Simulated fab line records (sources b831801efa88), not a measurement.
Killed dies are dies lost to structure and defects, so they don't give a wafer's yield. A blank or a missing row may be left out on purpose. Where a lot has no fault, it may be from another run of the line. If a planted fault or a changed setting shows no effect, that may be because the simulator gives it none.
Which tool did it? + flow sky130 + 18 wafers from 6 lots sampled at 3 of the route's 708 steps

== WHAT THE GAUGES READ, wafer by wafer ==
SKY_VIA3_RS_MEAS_22: measurement is done with a four-point probe.
| lot  | measured     | on           | VIA3_W_RS (ohm/sq) |
|------|--------------|--------------|--------------------|
| L316 | day 39 23:52 | filmMetro-04 | 0.298 0.303 0.296  |
| L319 | day 41 06:38 | filmMetro-01 | 0.296 0.295 0.296  |
| L321 | day 42 09:34 | filmMetro-04 | 0.296 0.289 0.296  |
| L324 | day 42 18:46 | filmMetro-01 | 0.296 0.297 0.289  |
| L331 | day 44 14:44 | filmMetro-02 | 0.294 0.297 0.298  |
| L336 | day 45 18:30 | filmMetro-04 | 0.298 0.299 0.296  |

== TOOL THAT RAN EACH LOT (tool first, then ch and the chambers of the sampled wafers, then the start) ==
| lot  | SKY_CAPM_SPUTTER_02         | SKY_VIA3_CVD_21              |
|------|-----------------------------|------------------------------|
| L316 | pvdSputter-01, day 36 16:25 | cvdW-01 ch 0,1, day 39 23:44 |
| L319 | pvdSputter-04, day 38 01:37 | cvdW-01 ch 0,1, day 41 06:31 |
| L321 | pvdSputter-04, day 39 06:00 | cvdW-02 ch 0,1, day 42 09:26 |
| L324 | pvdSputter-03, day 39 14:53 | cvdW-02 ch 0,1, day 42 18:39 |
| L331 | pvdSputter-03, day 41 15:33 | cvdW-01 ch 0,1, day 44 14:37 |
| L336 | pvdSputter-03, day 42 20:48 | cvdW-01 ch 0,1, day 45 18:21 |
- SKY_CAPM_SPUTTER_02: material TiN, target thk 200 nm, time 166.7 s.
- SKY_VIA3_CVD_21: deposits W, target thk 390 nm, time 117.31 s.

== THE ANSWER, worked out from the rows above alone ==
Rule: the usual values come from the lots themselves. The widest of any qualifying gaps counts: lots, ordered by their means at a reading, are off when they make up no more than a third of the lots, leave a main group of 4 or more, and stand apart from it by 3 or more times the standard deviation of that group's means. Not used: any main group whose means are identical at the precision the tables above print for the reading. Also off: a lot with no number at a reading for which 4 or more lots have one. The other lots that the step has rows for count as sound.
Nothing can be told from this: no lot is off at any reading shown.

== WHAT HAD BEEN PUT IN BY THE SIMULATOR ==
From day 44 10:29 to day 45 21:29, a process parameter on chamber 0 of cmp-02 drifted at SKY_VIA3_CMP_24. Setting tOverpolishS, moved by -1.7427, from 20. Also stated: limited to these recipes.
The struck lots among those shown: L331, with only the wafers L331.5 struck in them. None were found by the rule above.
